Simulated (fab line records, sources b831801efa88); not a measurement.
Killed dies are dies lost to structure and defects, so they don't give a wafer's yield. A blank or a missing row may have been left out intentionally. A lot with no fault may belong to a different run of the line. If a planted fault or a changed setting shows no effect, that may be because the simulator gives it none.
A single fault, viewed from 2 desks || flow sfq_line || every desk sees just its own numbers, and what lay behind them comes last

== AT THE METROLOGY DESK ==
What the gauges read for every lot (on any tool): the sampled wafers with a number, averaged. The brackets show how far a lot's mean lies from the usual mean; more than 4 standard deviations puts the lot out of limits, marked OUT.
Columns: A = I7_OVL at SFQ_I7_OVL_MEAS_947, usual 2 nm
{"lot": "L721", "first seen here": "day 68 15:25", "A": 6}
{"lot": "L722", "first seen here": "day 69 05:08", "A": 2}
{"lot": "L723", "first seen here": "day 69 08:43", "A": -7}
{"lot": "L728", "first seen here": "day 70 15:52", "A": 5}
{"lot": "L730", "first seen here": "day 70 19:28", "A": -0}
{"lot": "L735", "first seen here": "day 71 02:40", "A": -1}
{"lot": "L736", "first seen here": "day 71 03:52", "A": 2}
{"lot": "L737", "first seen here": "day 71 05:04", "A": 2}
{"lot": "L739", "first seen here": "day 71 20:51", "A": 4}
{"lot": "L741", "first seen here": "day 71 23:14", "A": 1}
{"lot": "L742", "first seen here": "day 74 03:50", "A": 4}
{"lot": "L744", "first seen here": "day 74 07:36", "A": -4}
This desk found nothing out of limits on any of the 12 lots.

== THE TOOL OWNER'S DESK: litho_track-02 ==
The tool's own readings at SFQ_TRILAYER_I6_VIA_LITHO_DEVELOP_171 (time 60 s): means of the sampled wafers that have a number, for each lot that ran on this tool. The brackets show how far a lot's mean lies from the usual mean; more than 4 standard deviations puts the lot out of limits, marked OUT.
Columns: A = chill_plate_temp_C at SFQ_TRILAYER_I6_VIA_LITHO_DEVELOP_171, usual 23.01 C; B = exhaust_pa at SFQ_TRILAYER_I6_VIA_LITHO_DEVELOP_171, usual 44.9 Pa
{"lot": "L730", "first seen here": "day 62 00:53", "A": 22.89, "B": 43.9}
{"lot": "L735", "first seen here": "day 62 07:43", "A": 23.12, "B": 44.4}
{"lot": "L736", "first seen here": "day 62 08:54", "A": 23.11, "B": 45.2}
{"lot": "L739", "first seen here": "day 67 12:45", "A": 22.96, "B": 45.3}
{"lot": "L744", "first seen here": "day 70 01:22", "A": 23.01, "B": 45.0}
This desk found nothing out of limits on any of the 5 lots.

== ALL TOGETHER ==
Metrology desk: nothing out of limits seen.
The tool owner's desk saw nothing out of limits.

== WHAT THE SIMULATOR HAD INSERTED ==
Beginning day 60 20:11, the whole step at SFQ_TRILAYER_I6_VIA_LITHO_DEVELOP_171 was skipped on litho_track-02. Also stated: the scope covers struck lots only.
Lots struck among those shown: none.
